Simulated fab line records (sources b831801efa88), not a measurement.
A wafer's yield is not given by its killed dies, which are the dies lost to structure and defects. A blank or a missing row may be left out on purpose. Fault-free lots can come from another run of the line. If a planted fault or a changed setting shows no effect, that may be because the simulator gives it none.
Split-lot trial + flow sky130 + 5 lots, 23 wafers read, on a route of 708 steps

## THE SPLIT ITSELF
At SKY_VT_ADJUST_NCORE_COAT_02 (resist thk 1140 nm), the setting spinRpm was moved away from the recipe's 3000 rpm on 11 of the 23 wafers read, by -4.3% to +6.2%. The other wafers ran this setting at the recipe's value.

The split's own step is where the reading is taken.

## THE READING
NOVOLAK_of_VT_ADJUST_NCORE_COAT_02.thkNm (the simulator's own value, which no gauge read), in nm, at SKY_VT_ADJUST_NCORE_COAT_02 (resist thk 1140 nm). There is no usual value for it anywhere in the file. Average 1141 nm, standard deviation 1.8 nm, over the 12 wafers here run with the recipe.

| wafer  | tool, chamber at the split | spinRpm as run, rpm | against the recipe | NOVOLAK_of_VT_ADJUST_NCORE_COAT_02.thkNm, nm | against lot-mates on the recipe |
|--------|----------------------------|---------------------|--------------------|----------------------------------------------|---------------------------------|
| L077.1 | lithoTrack-03, 0           | 3000                | recipe             | 1140                                         | -                               |
| L077.4 | lithoTrack-03, 0           | 3000                | recipe             | 1137                                         | -                               |
| L077.6 | lithoTrack-03, 0           | 3000                | recipe             | 1141                                         | -                               |
| L078.1 | lithoTrack-03, 0           | 3000                | recipe             | 1143                                         | -                               |
| L078.4 | lithoTrack-03, 0           | 3000                | recipe             | 1143                                         | -                               |
| L078.2 | lithoTrack-03, 0           | 3128                | +4.3%              | 1120                                         | -22                             |
| L078.5 | lithoTrack-03, 0           | 3128                | +4.3%              | 1115                                         | -27                             |
| L078.6 | lithoTrack-03, 0           | 3000                | recipe             | 1141                                         | -                               |
| L081.1 | lithoTrack-02, 0           | 3185                | +6.2%              | 1107                                         | -36                             |
| L081.2 | lithoTrack-02, 0           | 3185                | +6.2%              | 1105                                         | -38                             |
| L081.3 | lithoTrack-02, 0           | 3000                | recipe             | 1143                                         | -                               |
| L081.5 | lithoTrack-02, 0           | 3000                | recipe             | 1143                                         | -                               |
| L081.4 | lithoTrack-02, 0           | 3185                | +6.2%              | 1108                                         | -35                             |
| L082.2 | lithoTrack-02, 0           | 3000                | recipe             | 1141                                         | -                               |
| L082.3 | lithoTrack-02, 0           | 3000                | recipe             | 1139                                         | -                               |
| L082.4 | lithoTrack-02, 0           | 2924                | -2.5%              | 1156                                         | +16                             |
| L082.5 | lithoTrack-02, 0           | 2924                | -2.5%              | 1154                                         | +14                             |
| L082.6 | lithoTrack-02, 0           | 2924                | -2.5%              | 1155                                         | +15                             |
| L083.1 | lithoTrack-04, 0           | 3000                | recipe             | 1141                                         | -                               |
| L083.3 | lithoTrack-04, 0           | 2872                | -4.3%              | 1163                                         | +23                             |
| L083.4 | lithoTrack-04, 0           | 2872                | -4.3%              | 1168                                         | +28                             |
| L083.5 | lithoTrack-04, 0           | 2872                | -4.3%              | 1167                                         | +27                             |
| L083.6 | lithoTrack-04, 0           | 3000                | recipe             | 1139                                         | -                               |

THE FIT
A straight line over all 23 wafers: NOVOLAK_of_VT_ADJUST_NCORE_COAT_02.thkNm changes by -5.63 nm for each +1% of spinRpm; r = -0.99; the points scatter about the line by 1.9 nm.
The same after taking each lot's own level away (the mean of its wafers on the recipe; 23 wafers): -5.94 nm for each +1%; r = -1.00; scatter 1.5 nm.
On that fit, the largest move of spinRpm shifts the reading by 37 nm.
The span of the lots' own levels, 1139.3 to 1143.0 nm, comes to 2.0 times the standard deviation stated above.
Hence the lot-to-lot level has little effect on the slope; both slopes agree.
Check: -36.6 nm against its lot-mates is what the line predicts for one of the wafers moved furthest among these (+6.2%) when that wafer is left out of the fit. It came out at -36 nm against them.

## OTHER SPLITS ON THESE WAFERS
These wafers also went through other splits before the reading. Each is held against what the fit with the lots' levels taken away leaves over:
| other split on the same wafers             | wafers away from the commonest value | r with NOVOLAK_of_VT_ADJUST_NCORE_COAT_02.thkNm (lot level and that fit taken away) |
|--------------------------------------------|--------------------------------------|-------------------------------------------------------------------------------------|
| SKY_FIELD_ISO_CVD_03 tempC                 | 18                                   | +0.06                                                                               |
| SKY_FIELD_ISO_DEVELOP_12 developTimeS      | 8                                    | +0.04                                                                               |
| SKY_DNWELL_COAT_02 resistThkNm             | 9                                    | +0.15                                                                               |
| SKY_DNWELL_DEVELOP_06 devTempC             | 11                                   | -0.15                                                                               |
| SKY_NWELL_SOFTBAKE_06 tempC                | 6                                    | -0.07                                                                               |
| SKY_NWELL_IMPLANT_11 doseCm2               | 5                                    | -0.11                                                                               |
| SKY_NWELL_SOFTBAKE_19 tempC                | 6                                    | -0.11                                                                               |
| SKY_NWELL_CLEAN_27 timeS                   | 18                                   | +0.01                                                                               |
| SKY_VT_ADJUST_HVTP_DEVELOP_06 developTimeS | 4                                    | +0.33                                                                               |

## THE WHOLE CHAIN: every reading that the file lists as answering this split, in the file's order
| step                         | what it does       | reading                                                                                   | change (the file's fit)              | r (the file's) |
|------------------------------|--------------------|-------------------------------------------------------------------------------------------|--------------------------------------|----------------|
| SKY_VT_ADJUST_NCORE_COAT_02  | resist thk 1140 nm | NOVOLAK_of_VT_ADJUST_NCORE_COAT_02.thkNm (the simulator's own value, which no gauge read) | -5.88 nm for each +1% of the setting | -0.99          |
| SKY_VT_ADJUST_NCORE_STRIP_10 | strips in O2/N2    | stripTimeToEndpointS                                                                      | withheld for each +1% of the setting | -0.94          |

## FILE'S OWN FIT
NOVOLAK_of_VT_ADJUST_NCORE_COAT_02.thkNm changes by -5.88 nm for each +1% of spinRpm, r = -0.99.
